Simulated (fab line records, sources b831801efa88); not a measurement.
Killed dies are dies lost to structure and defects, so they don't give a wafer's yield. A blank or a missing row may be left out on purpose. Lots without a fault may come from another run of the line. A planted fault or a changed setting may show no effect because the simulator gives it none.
A struck lot beside a sound one | flow gf180mcu | 44 steps out of a route of 602
Sound: wafers L783.1, L783.4, L783.5. Struck: wafer L790.4. (L790.2, L790.5 of the same lot were not struck and are left out.) The cause comes at the end.
At each step with rows: each side's tool, then ch and its chambers, then its first start. Under that, the readings that differ: sound wafers | struck wafers | difference of the means | sigmas: that difference in standard deviations of wafers without a fault.
alike: readings whose means differ by less than 2 such deviations, and words and numbers that are the same on both sides. not compared: withheld readings, readings that some wafer has no value for, bounds like >300 that may hide the same value, and numbers for which the record gives no deviation and whose values overlap.
The two part at a step that has a row with sigmas, a row that says differs or no value, or rows on one side only. Numbers that don't overlap but have no deviation are shown without sigmas and don't part them. A reading that every wafer of one side lacks parts them only if that side has two wafers or more.

first, 4 steps without rows for these wafers: GF_V2_STRIP_19 (strips in post etch residue remover, time 1200 s); GF_V2_CLEAN_20 (cleans in DIW); GF_V2_SPUTTER_21 (material Ti, target thk 15 nm, time 80.02 s); GF_V2_SPUTTER_22 (material TiN, target thk 10 nm, time 40 s).
GF_V2_CVD_23: deposits W, target thk 350 nm, time 104.94 s.
  sound on cvd_w-01 ch 0,1, day 23 20:35; struck on cvd_w-01 ch 0, day 26 03:00
  alike: heater_power_w
  not compared: since_wet_clean_h
GF_V2_RS_MEAS_24: measures by four-point-probe.
  sound on film_metro-03, day 23 20:43; struck on film_metro-01, day 26 03:08
  alike: V2_W_RS
GF_V2_THK_MEAS_25: measures by xrf.
  sound on film_metro-03, day 23 20:50; struck on film_metro-01, day 26 03:14
  alike: V2_W_THK
then, 1 step without rows for these wafers: GF_V2_CMP_26 (polishes, stops on SiO2, t overpolish 15 s, target thk 0 nm).
GF_M3_SPUTTER_00: material Ti, target thk 37.5 nm, time 150 s.
  sound on pvd_sputter-02, day 23 21:11; struck on pvd_sputter-01, day 26 03:35
  alike: cathode_dc_power_W, substrate_temp_c, throttle_valve_pct
then, 2 steps without rows for these wafers: GF_M3_SPUTTER_01 (material TiN, target thk 30 nm, time 25 s); GF_M3_SPUTTER_02 (material AlCu, target thk 450 nm, time 23.9 s).
GF_M3_SPUTTER_03: material Ti, target thk 10 nm, time 6.7 s.
  sound on pvd_sputter-02, day 23 21:21; struck on pvd_sputter-01, day 26 03:45
  alike: cathode_dc_power_W, substrate_temp_c, throttle_valve_pct
GF_M3_SPUTTER_04: material TiN, target thk 50 nm, time 41.7 s.
  sound on pvd_sputter-02, day 23 21:22; struck on pvd_sputter-01, day 26 03:46
  reading                                | sound                | struck | difference | sigmas
  cathode_dc_power_W (W)                 | 6500.7 6500.0 6499.8 | 4560.2 | -1940.0    | -99 or more
  model.TiN_of_M3_SPUTTER_04.thk_nm (nm) | 49.04 49.31 49.86    | 36.1   | -13.3      |
  alike: throttle_valve_pct
GF_M3_RS_MEAS_05: measures by four-point-probe.
  sound on film_metro-01, day 23 21:25; struck on film_metro-04, day 26 03:50
  alike: M3_ALCU_RS
GF_M3_THK_MEAS_06: measures by xrf.
  sound on film_metro-01, day 23 21:32; struck on film_metro-04, day 26 03:56
  alike: M3_ALCU_THK
then, 7 steps without rows for these wafers: GF_M3_DEHYDRATE_07 (time 60 s); GF_M3_HMDS_08 (prime time 60 s); GF_M3_COAT_09 (resist thk 1000 nm); GF_M3_SOFTBAKE_10 (time 60 s); GF_M3_EXPOSE_11 (exposes mask Metal3, target cd 280 nm); GF_M3_PEB_12 (peb time 90 s); GF_M3_DEVELOP_13 (develop time 60 s).
GF_M3_CD_MEAS_14: target cd 280 nm.
  sound on cd_sem-02, day 24 19:49; struck on cd_sem-02, day 27 01:29
  alike: cd_nm
GF_M3_OVL_MEAS_15:
  sound on overlay-02, day 24 19:56; struck on overlay-01, day 27 01:35
  alike: M3_OVL
GF_M3_METAL_ETCH_16: etches the open film in Cl2/BCl3, stops on SiO2, target depth 627.5 nm, time 104.6 s.
  sound on rie_metal-01 ch 0,1, day 24 19:58; struck on rie_metal-02 ch 1, day 27 01:37
  reading                | sound                | struck | difference | sigmas
  oes_product_au (a.u.)  | 0.981 0.982 0.970    | 0.955  | -0.023     | -3
  throttle_valve_pct (%) | 28.242 28.226 28.257 | 28.264 | +0.022     | +2
  alike: drypump_motor_current_A
  not compared: rf_hours_counter_h
GF_M3_STRIP_17: strips in O2/N2.
  sound on plasma_asher-02 ch 1, day 24 20:04; struck on plasma_asher-03 ch 1, day 27 01:44
  reading                     | sound       | struck | difference | sigmas
  drypump_motor_current_A (A) | 6.3 6.3 6.3 | 5.4    | -0.9       | -3
  alike: heater_power_w, oes_product_au, strip_time_to_endpoint_s
  not compared: rf_hours_counter_h
then, 3 steps without rows for these wafers: GF_M3_STRIP_18 (strips in post etch residue remover, time 1200 s); GF_M3_CLEAN_19 (cleans in DIW); GF_V3_CVD_00 (deposits SiO2, target thk 600 nm, time 100 s).
GF_V3_THK_MEAS_01:
  sound on film_metro-02, day 24 20:43; struck on film_metro-03, day 27 02:20
  alike: V3_CVD_00_THK
then, 1 step without rows for these wafers: GF_V3_CVD_02 (deposits SiO2 from TEOS, target thk 850 nm, time 94.851 s).
GF_V3_THK_MEAS_03:
  sound on film_metro-02, day 24 20:50; struck on film_metro-02, day 27 02:31
  reading            | sound       | struck | difference | sigmas
  V3_CVD_02_THK (nm) | 820 840 848 | 869    | +33        | +3
GF_V3_CMP_04: polishes SiO2.
  sound on cmp-01 ch 1,2, day 25 00:00; struck on cmp-01 ch 0, day 27 02:34
  alike: motor_current_A, platen_rpm, time_to_endpoint_s
GF_V3_BOW_MEAS_05:
  sound on film_metro-03, day 25 00:15; struck on film_metro-02, day 27 02:53
  alike: V3_BOW
then, 8 steps without rows for these wafers: GF_V3_DEHYDRATE_06 (time 60 s); GF_V3_HMDS_07 (prime time 60 s); GF_V3_COAT_08; GF_V3_COAT_09 (resist thk 1000 nm); GF_V3_SOFTBAKE_10 (time 60 s); GF_V3_EXPOSE_11 (exposes mask Via3, target cd 260 nm); GF_V3_PEB_12 (peb time 90 s); GF_V3_DEVELOP_13 (develop time 60 s).
GF_V3_STRIP_19: strips in post etch residue remover, time 1200 s.
  sound on wet_bench-04 ch 1, day 25 21:05; struck on wet_bench-03 ch 3, day 27 23:04
  reading                                | sound            | struck | difference | sigmas
  model.TiN_of_M3_SPUTTER_04.thk_nm (nm) | 48.2 48.48 49.02 | 35.26  | -13.31     |
-- the record jumps here: 6 days lie between the struck wafers' starts before and after (it left off in module V3 and takes up again in module PASSIVATION, whose first step shown is number 602 of the route) --
GF_PASSIVATION_PROBE_99:
  the record has rows for the struck wafers here (prober-01, day 33 14:08) and none for the sound ones

WHERE THEY PART
First at GF_M3_SPUTTER_04; last, within this record, at GF_PASSIVATION_PROBE_99.

WHY: what the simulator had put in
Process parameter drift: pvd_sputter-01, from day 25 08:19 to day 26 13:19, at GF_M3_SPUTTER_04. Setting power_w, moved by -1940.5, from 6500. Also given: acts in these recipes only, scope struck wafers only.
